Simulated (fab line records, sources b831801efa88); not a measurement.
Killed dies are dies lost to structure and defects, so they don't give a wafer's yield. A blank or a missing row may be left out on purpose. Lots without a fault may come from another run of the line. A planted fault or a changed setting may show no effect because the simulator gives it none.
fab line records | flow sky130
record lots=12 wafers=36 last_day=51
route steps=708 shown RES_PROTECT@214 LDD_P@263 LDD_HVN@275 LDD_HVP@285 PAD_OPEN@708
lots that met no fault: from a run of the same line without faults
start_h: hours from the record's first day to the start of the lot's first wafer shown | wait_h: hours since the lot's step before | " the same as in the row above | L1.1+2: a row that stands for several wafers | - no value, or no start given | * or withheld: withheld | < > ~ a bound
route shown NAME@n: a module of which the file shows steps, and the number in the route of the first | usual: mean/standard deviation of fault-free wafers | same: alike in all rows | chamber/n: place in a boat | sites: the reading at each site | _std_site: their standard deviation | _edge_site: outer sites' mean less inner sites' | radius_mm: how far each site lies from the wafer's centre | mask NAME#n: copy n | behind: the tool/chamber that last shaped the wafer | hold: why the lot was held/for how many hours/how that ended | device: the transistor (n, p or np) that didn't switch | end of line: the same wafers' tests at the end of the route | a step without rows: its recipe alone | killed: dies lost to structure and defects at the first sort, not the wafer's yield | map: a wafer's dies, x killed, . not, _ none there
set.NAME: the setting as run; set.NAME@STEP: as run at that earlier step | model.NAME: the simulator's own value behind a step, which no gauge read
steps of the route over a sample of lots; a table a step, a row a wafer
services: from which hour (start_h, from the record's first day; less than 0 if before it) a tool's chamber was out of use, for how many hours, and why
## steps
# step SKY_RES_PROTECT_STRIP_07
# recipe chemistry=O2/N2 power_w=1400 pressure_mtorr=1500 platen_temp_c=withheld o2_flow_sccm=3000 n2_flow_sccm=300 overash_fraction=0.5
# usual drypump_motor_current_A=5.6/0.55 oes_product_au=0.518/0.0047 strip_time_to_endpoint_s=23.29/0.039
# columns lot.wafer tool chamber start_h wait_h drypump_motor_current_A oes_product_au rf_hours_counter_h strip_time_to_endpoint_s
L875.1 plasma_asher-04 0 364.28 0.1 5.2 0.513 67 23.33
L875.2 " 1 " " 4.9 0.513 67 23.34
L875.4 " 0 " " 5.2 0.511 - 23.36
L876.3 plasma_asher-04 0 379.95 0.1 5.2 0.518 - 23.28
L876.4 " 1 " " 4.9 0.521 - 23.35
L876.5 " 1 " " 4.9 0.515 - 23.34
L878.1 plasma_asher-03 1 380.22 0.1 5.8 0.511 67 23.28
L878.3 " 1 " " 5.8 0.517 - 23.28
L878.4 " 0 " " 6.4 0.523 - 23.28
L883.3 plasma_asher-01 0 434.57 0.1 5.7 0.512 - 23.20
L883.4 " 1 " " 4.8 0.513 - 23.21
L883.6 " 1 " " 4.8 0.515 - 23.24
L885.1 plasma_asher-03 1 451.73 0.1 5.8 0.514 75 23.32
L885.2 " 0 " " 6.3 0.515 75 23.25
L885.6 " 0 " " 6.3 0.525 - 23.33
L887.3 plasma_asher-03 0 484.25 0.1 6.3 0.524 - 23.26
L887.4 " 1 " " 5.8 0.521 - 23.28
L887.6 " 1 " " 5.8 0.520 - 23.26
L890.1 plasma_asher-01 1 519.73 0.1 4.8 0.514 70 23.34
L890.4 " 1 " " 4.8 0.520 - 23.33
L890.6 " 1 " " 4.8 0.512 - 23.37
L891.1 plasma_asher-03 0 526.08 0.1 6.3 0.520 81 23.32
L891.2 " 1 " " 5.8 0.521 81 23.36
L891.6 " 0 " " 6.3 0.505 - 23.31
L892.1 plasma_asher-03 0 533.78 0.1 6.3 0.519 82 23.28
L892.2 " 1 " " 5.8 0.524 82 23.29
L892.3 " 0 " " 6.3 0.525 - 23.27
L895.1 plasma_asher-03 1 542.27 0.1 5.8 0.515 82 23.21
L895.2 " 0 " " 6.3 0.518 82 23.27
L895.5 " 0 " " 6.3 0.512 - 23.26
L894.4 plasma_asher-04 1 542.56 0.1 4.9 0.516 - 23.34
L894.5 " 1 " " 4.9 0.516 - 23.34
L894.6 " 0 " " 5.2 0.519 - 23.30
L896.2 plasma_asher-01 1 550.58 0.1 4.8 0.515 74 23.28
L896.4 " 1 " " 4.9 0.517 - 23.27
L896.5 " 0 " " 5.7 0.515 - 23.22
# step SKY_LDD_P_OVL_MEAS_08
# usual LDD_P_OVL=-0.2/1.2
# columns lot.wafer tool chamber start_h wait_h LDD_P_OVL[nm]
L875.1 overlay-01 - 459.70 0.1 -0.5
L875.2 " - " " 0.2
L875.4 " - " " -1.4
L876.3 overlay-01 - 476.16 0.1 -0.8
L876.4 " - " " 0.7
L876.5 " - " " 0.9
L878.1 overlay-02 - 477.75 0.1 -0.9
L878.3 " - " " -0.7
L878.4 " - " " -0.5
L883.3 overlay-01 - 538.16 0.1 -0.3
L883.4 " - " " 0.2
L883.6 " - " " 2.8
L885.1 overlay-02 - 546.49 0.1 -1.9
L885.2 " - " " 0.5
L885.6 " - " " -0.5
L887.3 overlay-02 - 582.38 0.1 0.8
L887.4 " - " " 0.6
L887.6 " - " " 2.7
L890.1 overlay-01 - 617.07 0.1 0.8
L890.4 " - " " -1.0
L890.6 " - " " -4.0
L891.1 overlay-02 - 622.29 0.1 -1.6
L891.2 " - " " -1.8
L891.6 " - " " -1.7
L892.1 overlay-02 - 627.54 0.1 0.5
L892.2 " - " " 0.6
L892.3 " - " " -2.0
L895.1 overlay-01 - 635.89 0.1 -0.6
L895.2 " - " " -1.0
L895.5 " - " " -1.0
L894.4 overlay-02 - 638.91 0.1 0.7
L894.5 " - " " 1.0
L894.6 " - " " 0.3
L896.2 overlay-01 - 645.35 0.1 -0.2
L896.4 " - " " -1.3
L896.5 " - " " -1.4
# step SKY_LDD_HVN_IMPLANT_08
# recipe species=P energy_kev=60 dose_cm2=3e+13 tilt_deg=40
# usual beam_energy_keV=60.000/0.018 dose_ions_cm2=2.999e+13/3e+10 end_station_pressure_torr=5.2e-06/3e-07 faraday_current_uA=169/3.4
# columns lot.wafer tool chamber start_h wait_h beam_energy_keV dose_ions_cm2 end_station_pressure_torr faraday_current_uA
L875.1 implanter-03 0 489.61 0.0 60.018 3.001e+13 4.9e-06 168
L875.2 " 0 " " 59.984 2.997e+13 5.4e-06 169
L875.4 " 0 " " 60.023 3e+13 5.5e-06 176
L876.3 implanter-04 0 506.91 0.1 60.027 3.001e+13 5.7e-06 170
L876.4 " 0 " " 60.011 3e+13 4.7e-06 166
L876.5 " 0 " " 59.994 2.996e+13 5.6e-06 170
L878.1 implanter-04 0 508.56 0.0 60.011 3.003e+13 4.8e-06 169
L878.3 " 0 " " 60.008 2.999e+13 5.2e-06 167
L878.4 " 0 " " 60.017 3.005e+13 5.1e-06 174
L883.3 implanter-04 0 569.37 0.1 60.001 2.3867e+14 6.4e-06 1284
L883.4 " 0 " " 59.992 2.3865e+14 6e-06 1328
L883.6 " 0 " " 59.987 2.3858e+14 6.3e-06 1339
L885.1 implanter-04 0 577.11 0.0 59.964 2.3861e+14 6.2e-06 1309
L885.2 " 0 " " 59.979 2.3861e+14 6e-06 1342
L885.6 " 0 " " 59.984 2.3864e+14 6.4e-06 1355
L887.3 implanter-03 0 612.41 0.1 60.006 3.002e+13 4.8e-06 168
L887.4 " 0 " " 60.008 3.001e+13 5.2e-06 171
L887.6 " 0 " " 59.981 3.001e+13 5.7e-06 174
L890.1 implanter-03 0 646.72 0.0 59.977 3e+13 5.5e-06 164
L890.4 " 0 " " 59.993 3.001e+13 5.4e-06 165
L890.6 " 0 " " 60.007 2.997e+13 5.1e-06 167
L891.1 implanter-04 0 651.56 0.0 59.971 3.001e+13 5e-06 173
L891.2 " 0 " " 60.026 3.003e+13 5.4e-06 171
L891.6 " 0 " " 59.958 3.003e+13 4.9e-06 167
L892.1 implanter-02 0 657.21 0.0 59.990 2.996e+13 4.9e-06 165
L892.2 " 0 " " 59.995 2.998e+13 5.3e-06 166
L892.3 " 0 " " 59.960 2.997e+13 4.8e-06 165
L895.1 implanter-04 0 665.41 0.0 60.001 2.993e+13 5.5e-06 172
L895.2 " 0 " " 60.006 3.001e+13 5.3e-06 168
L895.5 " 0 " " 60.003 2.999e+13 4.8e-06 171
L894.4 implanter-02 0 667.74 0.1 60.032 2.997e+13 5.2e-06 168
L894.5 " 0 " " 60.018 3.002e+13 4.9e-06 170
L894.6 " 0 " " 60.035 2.997e+13 5.4e-06 168
L896.2 implanter-02 0 674.64 0.0 59.996 3.004e+13 5e-06 170
L896.4 " 0 " " 59.957 2.997e+13 4.9e-06 169
L896.5 " 0 " " 59.997 2.993e+13 5e-06 173
# step SKY_LDD_HVN_TW_MEAS_10
# usual LDD_HVN_TW=1437/8.7
# columns lot.wafer tool chamber start_h wait_h hold LDD_HVN_TW
L875.1 film_metro-04 - 489.86 0.1 - 1437
L875.2 " - " " - 1436
L875.4 " - " " - 1435
L876.3 film_metro-01 - 507.13 0.1 - 1431
L876.4 " - " " - 1432
L876.5 " - " " - 1432
L878.1 film_metro-01 - 508.81 0.1 - 1434
L878.3 " - " " - 1440
L878.4 " - " " - 1447
L883.3 film_metro-04 - 569.59 0.1 await_dispo/0.2h/release 2726
L883.4 " - " " await_dispo/0.2h/release 2735
L883.6 " - " " await_dispo/0.2h/release 2740
L883.3 film_metro-04 - 569.82 0.2 - 2728
L883.4 " - " " - 2724
L883.6 " - " " - 2745
L885.1 film_metro-04 - 577.36 0.1 await_dispo/0.2h/release 2734
L885.2 " - " " await_dispo/0.2h/release 2749
L885.6 " - " " await_dispo/0.2h/release 2739
L885.1 film_metro-04 - 577.59 0.2 - 2759
L885.2 " - " " - 2743
L885.6 " - " " - 2743
L887.3 film_metro-01 - 612.63 0.1 - 1429
L887.4 " - " " - 1424
L887.6 " - " " - 1431
L890.1 film_metro-01 - 646.97 0.1 - 1435
L890.4 " - " " - 1435
L890.6 " - " " - 1429
L891.1 film_metro-01 - 651.81 0.1 - 1435
L891.2 " - " " - 1440
L891.6 " - " " - 1437
L892.1 film_metro-04 - 657.48 0.1 - 1458
L892.2 " - " " - 1454
L892.3 " - " " - 1452
L895.1 film_metro-04 - 665.66 0.1 - 1456
L895.2 " - " " - 1443
L895.5 " - " " - 1451
L894.4 film_metro-04 - 667.95 0.1 - 1456
L894.5 " - " " - 1439
L894.6 " - " " - 1443
L896.2 film_metro-02 - 674.88 0.1 - 1433
L896.4 " - " " - 1425
L896.5 " - " " - 1428
# step SKY_LDD_HVP_OVL_MEAS_07
# usual LDD_HVP_OVL=-1.8/1.5
# columns lot.wafer tool chamber start_h wait_h LDD_HVP_OVL[nm]
L875.1 overlay-01 - 520.68 0.1 -2.0
L875.2 " - " " -1.1
L875.4 " - " " 0.1
L876.3 overlay-02 - 537.48 0.1 -2.4
L876.4 " - " " -0.1
L876.5 " - " " -2.9
L878.1 overlay-01 - 539.55 0.1 -2.8
L878.3 " - " " -1.4
L878.4 " - " " -1.6
L887.3 overlay-01 - 641.05 0.1 -0.2
L887.4 " - " " 0.8
L887.6 " - " " 1.2
L890.1 overlay-01 - 676.27 0.1 -5.0
L890.4 " - " " -4.5
L890.6 " - " " -3.2
L891.1 overlay-02 - 680.13 0.1 -2.6
L891.2 " - " " -3.8
L891.6 " - " " -4.2
L892.1 overlay-02 - 685.80 0.1 -0.9
L892.2 " - " " -1.5
L892.3 " - " " -2.6
L895.1 overlay-02 - 694.68 0.1 -0.2
L895.2 " - " " -1.5
L895.5 " - " " -1.0
L894.4 overlay-02 - 695.90 0.1 -0.9
L894.5 " - " " 0.2
L894.6 " - " " -2.2
L896.2 overlay-01 - 702.76 0.1 -2.2
L896.4 " - " " -1.1
L896.5 " - " " -1.8
# step SKY_PAD_OPEN_PROBE_99
# usual defect_limited_yield=82.2/2.1 killed_at_M0_to_M3=44/7.4 killed_at_M4_up=3.1/1.8 killed_at_contacts=25/6 killed_at_front_end=15/4.4 killed_at_other=0.3/0.49 killed_dies=88/10 killed_open=48/7.4 killed_short=39/6.3 sort_bin_3_pad_short=0.9/0.4 sort_bin_5_function=10.5/1.5 sort_bin_6_memory=6.5/1.3 sort_n_pass=404/10 sort_yield_pct=82.2/2.1
# same gross_dies=492 killed_at_back_side=0 sort_bin_4_leakage[%]=0 sort_bin_8_speed[%]=0
# columns lot.wafer tool chamber start_h wait_h defect_limited_yield[%] killed_at_M0_to_M3 killed_at_M4_up killed_at_contacts killed_at_front_end killed_at_other killed_dies killed_open killed_short sort_bin_3_pad_short[%] sort_bin_5_function[%] sort_bin_6_memory[%] sort_n_pass sort_yield_pct[%]
L875.1 prober-02 - 1098.19 0.1 83.3 49 7 14 12 0 82 39 43 1.2 8.9 6.5 410 83.3
L875.2 prober-02 - 1098.24 0.1 83.9 42 2 26 8 1 79 43 36 1.2 8.9 5.9 413 83.9
L875.4 prober-02 - 1098.34 0.2 82.3 47 2 22 16 0 87 46 41 1.0 11.2 5.5 405 82.3
L876.3 prober-01 - 1111.69 0.2 82.1 48 2 29 9 0 88 42 46 1.2 9.3 7.3 404 82.1
L876.4 prober-01 - 1111.74 0.2 78.9 47 1 36 19 1 104 53 51 1.6 11.0 8.5 388 78.9
L876.5 prober-01 - 1111.79 0.2 79.1 58 2 28 15 0 103 58 45 0.4 12.6 7.9 389 79.1
L878.1 prober-02 - 1113.17 0.1 78.9 61 4 22 17 0 104 51 53 1.4 12.2 7.5 388 78.9
L878.3 prober-02 - 1113.27 0.2 81.7 47 4 20 18 1 90 45 45 1.2 11.8 5.3 402 81.7
L878.4 prober-02 - 1113.32 0.2 81.7 41 3 32 14 0 90 54 36 1.0 12.0 5.3 402 81.7
L887.3 prober-02 - 1178.40 0.2 79.9 53 1 25 19 1 99 55 43 1.2 11.6 7.3 393 79.9
L887.4 prober-02 - 1178.45 0.2 84.8 42 1 18 14 0 75 47 28 0.6 9.1 5.5 417 84.8
L887.6 prober-02 - 1178.55 0.2 82.5 44 3 25 13 1 86 51 34 1.0 9.8 6.7 406 82.5
L890.1 prober-01 - 1199.16 0.1 79.1 47 2 30 24 0 103 60 43 0.6 12.8 7.5 389 79.1
L890.4 prober-01 - 1199.31 0.2 85.6 38 4 14 15 0 71 33 38 0.4 10.4 3.7 421 85.6
L890.6 prober-01 - 1199.41 0.2 79.9 42 4 33 20 0 99 56 42 1.4 12.0 6.7 393 79.9
L891.1 prober-02 - 1202.13 0.1 79.5 56 6 18 21 0 101 52 47 0.6 10.2 9.8 391 79.5
L891.2 prober-02 - 1202.18 0.1 81.9 40 0 38 11 0 89 57 32 0.8 9.3 7.9 403 81.9
L891.6 prober-02 - 1202.38 0.2 82.7 37 2 31 15 0 85 47 38 1.0 10.8 5.5 407 82.7
L892.1 prober-01 - 1207.12 0.1 81.5 49 0 28 13 1 91 51 40 0.8 11.6 6.1 401 81.5
L892.2 prober-01 - 1207.17 0.1 81.9 39 1 25 23 1 89 52 37 0.4 10.2 7.5 403 81.9
L892.3 prober-01 - 1207.22 0.2 85.8 35 2 24 9 0 70 34 36 0.8 8.5 4.9 422 85.8
L895.1 prober-01 - 1209.20 0.1 80.3 53 0 31 12 1 97 57 40 0.8 10.4 8.5 395 80.3
L895.2 prober-01 - 1209.25 0.1 80.3 44 4 31 18 0 97 60 37 0.4 10.8 8.5 395 80.3
L895.5 prober-01 - 1209.40 0.2 84.6 44 5 17 10 0 76 40 36 1.6 6.7 7.1 416 84.6
L894.4 prober-02 - 1213.40 0.2 83.5 44 5 19 13 0 81 37 44 1.8 8.7 5.9 411 83.5
L894.5 prober-02 - 1213.45 0.2 82.3 39 1 28 19 0 87 54 33 0.6 11.0 6.1 405 82.3
L894.6 prober-02 - 1213.50 0.2 82.3 46 2 21 18 0 87 50 37 1.0 9.3 7.3 405 82.3
L896.2 prober-01 - 1214.10 0.1 82.7 36 2 27 20 0 85 43 42 1.4 11.4 4.5 407 82.7
L896.4 prober-01 - 1214.20 0.2 83.7 38 2 25 15 0 80 40 40 0.8 9.8 5.7 412 83.7
L896.5 prober-01 - 1214.25 0.2 78.5 47 2 41 16 0 106 72 34 0.8 12.4 8.3 386 78.5
# killed by level:class
L875.1 VIA1:geometric_particle:open=11 METAL2:geometric_particle:short=9 LI_CONTACT:geometric_particle:open=7 VIA2:geometric_particle:short=6 METAL4:geometric_particle:short=6 VIA2:geometric_particle:open=5 VIA3:geometric_particle:open=5 POLY_GATE:geometric_particle:short=4
L875.2 VIA2:geometric_particle:open=9 VIA1:geometric_particle:open=8 LI_CONTACT:geometric_particle:open=7 CONTACT:geometric_particle:open=7 METAL1:geometric_particle:short=6 LI_CONTACT:geometric_particle:short=5 LOCAL_INTERCONNECT:geometric_particle:short=4 VIA1:geometric_particle:short=4
L875.4 VIA2:geometric_particle:short=8 LI_CONTACT:geometric_particle:open=7 VIA1:geometric_particle:open=7 CONTACT:geometric_particle:open=6 METAL1:geometric_particle:short=6 VIA2:geometric_particle:open=6 VIA3:geometric_particle:open=6 POLY_GATE:geometric_particle:short=5
L876.3 VIA1:geometric_particle:open=14 LI_CONTACT:geometric_particle:short=9 LI_CONTACT:geometric_particle:open=6 CONTACT:geometric_particle:open=6 METAL2:geometric_particle:short=6 VIA1:geometric_particle:short=5 LOCAL_INTERCONNECT:geometric_particle:short=5 METAL1:geometric_particle:short=5
L876.4 VIA1:geometric_particle:open=13 LI_CONTACT:geometric_particle:open=10 METAL1:geometric_particle:short=8 CONTACT:geometric_particle:open=8 LOCAL_INTERCONNECT:geometric_particle:short=6 FIELD_ISO:geometric_particle:short=5 POLY_GATE:geometric_particle:short=5 VIA1:geometric_particle:short=5
L876.5 VIA1:geometric_particle:open=13 VIA2:geometric_particle:open=11 LI_CONTACT:geometric_particle:open=8 CONTACT:geometric_particle:open=7 VIA1:geometric_particle:short=6 LOCAL_INTERCONNECT:geometric_particle:short=6 FIELD_ISO:geometric_particle:short=5 METAL3:geometric_particle:short=5
L878.1 VIA2:geometric_particle:open=11 LI_CONTACT:geometric_particle:open=9 METAL1:geometric_particle:short=8 VIA1:geometric_particle:open=8 VIA3:geometric_particle:open=8 VIA1:geometric_particle:short=6 METAL2:geometric_particle:short=6 POLY_GATE:geometric_particle:short=5
L878.3 VIA1:geometric_particle:open=10 VIA2:geometric_particle:open=9 POLY_GATE:geometric_particle:open=7 METAL2:geometric_particle:short=7 FIELD_ISO:geometric_particle:short=6 CONTACT:geometric_particle:open=6 VIA1:geometric_particle:short=5 LI_CONTACT:geometric_particle:open=4
L878.4 CONTACT:geometric_particle:open=15 LI_CONTACT:geometric_particle:open=12 VIA3:geometric_particle:open=8 VIA1:geometric_particle:open=7 FIELD_ISO:geometric_particle:short=6 VIA1:geometric_particle:short=5 METAL1:geometric_particle:open=4 POLY_GATE:geometric_particle:short=3
L887.3 LI_CONTACT:geometric_particle:open=10 CONTACT:geometric_particle:open=9 VIA1:geometric_particle:open=9 VIA2:geometric_particle:open=9 VIA3:geometric_particle:open=9 VIA2:geometric_particle:short=8 METAL1:geometric_particle:short=6 POLY_GATE:geometric_particle:open=5
L887.4 VIA1:geometric_particle:open=10 CONTACT:geometric_particle:open=7 LI_CONTACT:geometric_particle:open=7 POLY_GATE:geometric_particle:short=6 VIA2:geometric_particle:open=6 METAL1:geometric_particle:short=5 VIA1:geometric_particle:short=4 VIA3:geometric_particle:open=4
L887.6 CONTACT:geometric_particle:open=12 VIA3:geometric_particle:open=9 VIA1:geometric_particle:short=6 VIA1:geometric_particle:open=6 POLY_GATE:geometric_particle:short=5 VIA2:geometric_particle:open=5 LI_CONTACT:geometric_particle:open=5 METAL1:geometric_particle:short=5
L890.1 VIA1:geometric_particle:open=13 LI_CONTACT:geometric_particle:open=11 CONTACT:geometric_particle:open=9 POLY_GATE:geometric_particle:short=8 POLY_GATE:geometric_particle:open=7 FIELD_ISO:geometric_particle:open=6 METAL3:geometric_particle:short=6 VIA3:geometric_particle:open=6
L890.4 VIA3:geometric_particle:open=9 VIA1:geometric_particle:open=7 POLY_GATE:geometric_particle:short=6 CONTACT:geometric_particle:open=6 METAL4:geometric_particle:short=4 VIA1:geometric_particle:short=4 METAL3:geometric_particle:short=4 FIELD_ISO:geometric_particle:short=3
L890.6 CONTACT:geometric_particle:open=12 VIA1:geometric_particle:open=12 LI_CONTACT:geometric_particle:open=9 METAL2:geometric_particle:short=7 FIELD_ISO:geometric_particle:open=6 VIA3:geometric_particle:open=5 CONTACT:geometric_particle:short=5 METAL1:geometric_particle:short=5
L891.1 VIA1:geometric_particle:open=10 VIA2:geometric_particle:open=10 FIELD_ISO:geometric_particle:short=7 FIELD_ISO:geometric_particle:open=7 CONTACT:geometric_particle:open=7 VIA1:geometric_particle:short=7 CONTACT:geometric_particle:short=6 METAL1:geometric_particle:short=5
L891.2 LI_CONTACT:geometric_particle:open=14 CONTACT:geometric_particle:open=9 VIA2:geometric_particle:open=9 VIA1:geometric_particle:open=9 CONTACT:geometric_particle:short=7 VIA3:geometric_particle:open=7 METAL1:geometric_particle:short=7 POLY_GATE:geometric_particle:open=4
L891.6 CONTACT:geometric_particle:open=10 VIA2:geometric_particle:open=9 CONTACT:geometric_particle:short=8 LI_CONTACT:geometric_particle:open=7 VIA3:geometric_particle:open=7 METAL2:geometric_particle:short=5 VIA1:geometric_particle:open=5 POLY_GATE:geometric_particle:short=4
L892.1 VIA1:geometric_particle:open=9 CONTACT:geometric_particle:open=9 VIA2:geometric_particle:open=8 METAL2:geometric_particle:short=7 CONTACT:geometric_particle:short=6 LI_CONTACT:geometric_particle:short=5 LI_CONTACT:geometric_particle:open=5 METAL1:geometric_particle:short=5
L892.2 CONTACT:geometric_particle:open=14 VIA1:geometric_particle:open=10 POLY_GATE:geometric_particle:open=8 VIA2:geometric_particle:open=6 METAL2:geometric_particle:short=5 POLY_GATE:geometric_particle:short=4 LI_CONTACT:geometric_particle:open=4 LOCAL_INTERCONNECT:geometric_particle:short=4
L892.3 METAL1:geometric_particle:short=10 LI_CONTACT:geometric_particle:open=9 CONTACT:geometric_particle:open=9 METAL2:geometric_particle:short=6 VIA1:geometric_particle:open=6 POLY_GATE:geometric_particle:open=4 VIA1:geometric_particle:short=3 METAL3:geometric_particle:short=3
L895.1 VIA1:geometric_particle:open=17 CONTACT:geometric_particle:open=14 METAL1:geometric_particle:short=9 LI_CONTACT:geometric_particle:open=7 VIA3:geometric_particle:open=6 CONTACT:geometric_particle:short=5 VIA2:geometric_particle:open=5 VIA3:geometric_particle:short=5
L895.2 VIA1:geometric_particle:open=15 CONTACT:geometric_particle:open=11 LI_CONTACT:geometric_particle:open=9 VIA3:geometric_particle:open=6 POLY_GATE:geometric_particle:short=5 LOCAL_INTERCONNECT:geometric_particle:short=5 CONTACT:geometric_particle:short=5 FIELD_ISO:geometric_particle:short=4
L895.5 VIA2:geometric_particle:open=8 LI_CONTACT:geometric_particle:open=7 VIA1:geometric_particle:open=7 METAL2:geometric_particle:short=7 CONTACT:geometric_particle:short=6 METAL1:geometric_particle:short=6 VIA3:geometric_particle:open=5 POLY_GATE:geometric_particle:open=4
L894.4 VIA1:geometric_particle:short=9 VIA1:geometric_particle:open=8 LI_CONTACT:geometric_particle:open=6 CONTACT:geometric_particle:short=5 CONTACT:geometric_particle:open=5 VIA2:geometric_particle:open=5 VIA3:geometric_particle:open=5 METAL2:geometric_particle:short=4
L894.5 LI_CONTACT:geometric_particle:open=12 VIA2:geometric_particle:open=11 VIA1:geometric_particle:open=9 POLY_GATE:geometric_particle:open=5 POLY_GATE:geometric_particle:short=5 CONTACT:geometric_particle:open=5 METAL2:geometric_particle:short=5 VIA3:geometric_particle:open=4
L894.6 VIA1:geometric_particle:open=12 CONTACT:geometric_particle:open=11 METAL1:geometric_particle:short=6 METAL2:geometric_particle:short=6 FIELD_ISO:geometric_particle:open=5 LI_CONTACT:geometric_particle:open=5 VIA1:geometric_particle:short=5 VIA2:geometric_particle:short=5
L896.2 CONTACT:geometric_particle:open=13 LI_CONTACT:geometric_particle:open=9 FIELD_ISO:geometric_particle:short=7 METAL1:geometric_particle:short=7 METAL3:geometric_particle:short=7 METAL2:geometric_particle:short=6 POLY_GATE:geometric_particle:short=5 VIA2:geometric_particle:open=5
L896.4 VIA1:geometric_particle:open=11 CONTACT:geometric_particle:open=9 CONTACT:geometric_particle:short=7 VIA2:geometric_particle:open=6 POLY_GATE:geometric_particle:short=5 METAL1:geometric_particle:short=5 VIA1:geometric_particle:short=5 LI_CONTACT:geometric_particle:short=4
L896.5 CONTACT:geometric_particle:open=19 LI_CONTACT:geometric_particle:open=13 VIA1:geometric_particle:open=12 VIA2:geometric_particle:open=7 VIA3:geometric_particle:open=6 FIELD_ISO:geometric_particle:open=4 CONTACT:geometric_particle:short=4 VIA1:geometric_particle:short=4
## services
# columns tool chamber start_h hours kind
plasma_asher-01 - 340.67 2.8 pm
implanter-03 - 349.19 4.9 pm
implanter-02 - 358.74 3.6 pm
implanter-04 - 368.28 1.6 repair
plasma_asher-01 - 370.09 15.9 pm
plasma_asher-01 - 397.68 13.3 repair
implanter-04 - 402.68 3.0 repair
plasma_asher-01 - 415.23 0.5 repair
implanter-02 - 417.88 106.0 repair
plasma_asher-04 - 421.25 9.0 pm
plasma_asher-04 0 421.25 9.0 vent_cycle
plasma_asher-03 - 456.20 14.6 pm
implanter-04 - 457.58 0.8 repair
plasma_asher-04 - 476.36 1.3 repair
implanter-04 - 480.98 6.1 pm
implanter-03 - 529.39 4.4 repair
implanter-04 - 532.81 0.9 repair
plasma_asher-03 - 536.17 4.3 pm
plasma_asher-01 - 539.71 0.5 repair
plasma_asher-04 - 555.30 6.8 repair
implanter-03 - 557.31 3.7 repair
implanter-02 - 613.61 4.6 repair
implanter-03 - 624.95 20.4 repair
plasma_asher-04 - 636.08 14.6 pm
## key
first_sign step=SKY_LDD_HVN_IMPLANT_08 reading=dose_ions_cm2 direction=up sigmas=99+ usual=* struck=*
effect step=SKY_LDD_HVN_IMPLANT_08 reading=faraday_current_uA direction=up sigmas=99+ usual=169 struck=1326
effect step=SKY_LDD_HVN_TW_MEAS_10 reading=visit direction=added
effect step=SKY_LDD_HVN_TW_MEAS_10 reading=LDD_HVN_TW direction=up sigmas=99+ usual=1437 struck=2737
met_at SKY_LDD_HVN_IMPLANT_08
struck_lots L883,L885
scrapped_behind SKY_LDD_HVN_TW_MEAS_10 L883.3,L883.4,L883.6,L885.1,L885.2,L885.6
not_acting_at SKY_RES_PROTECT_STRIP_07,SKY_LDD_P_OVL_MEAS_08,SKY_LDD_HVP_OVL_MEAS_07
onset_between 508.56 569.37
fault kind=process_parameter_drift tool=implanter-04 chamber=- onset_h=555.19 steps=SKY_LDD_HVN_IMPLANT_08 channel=dose_cm2 offset=* shape=step end_h=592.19 acts_in=* stated=*
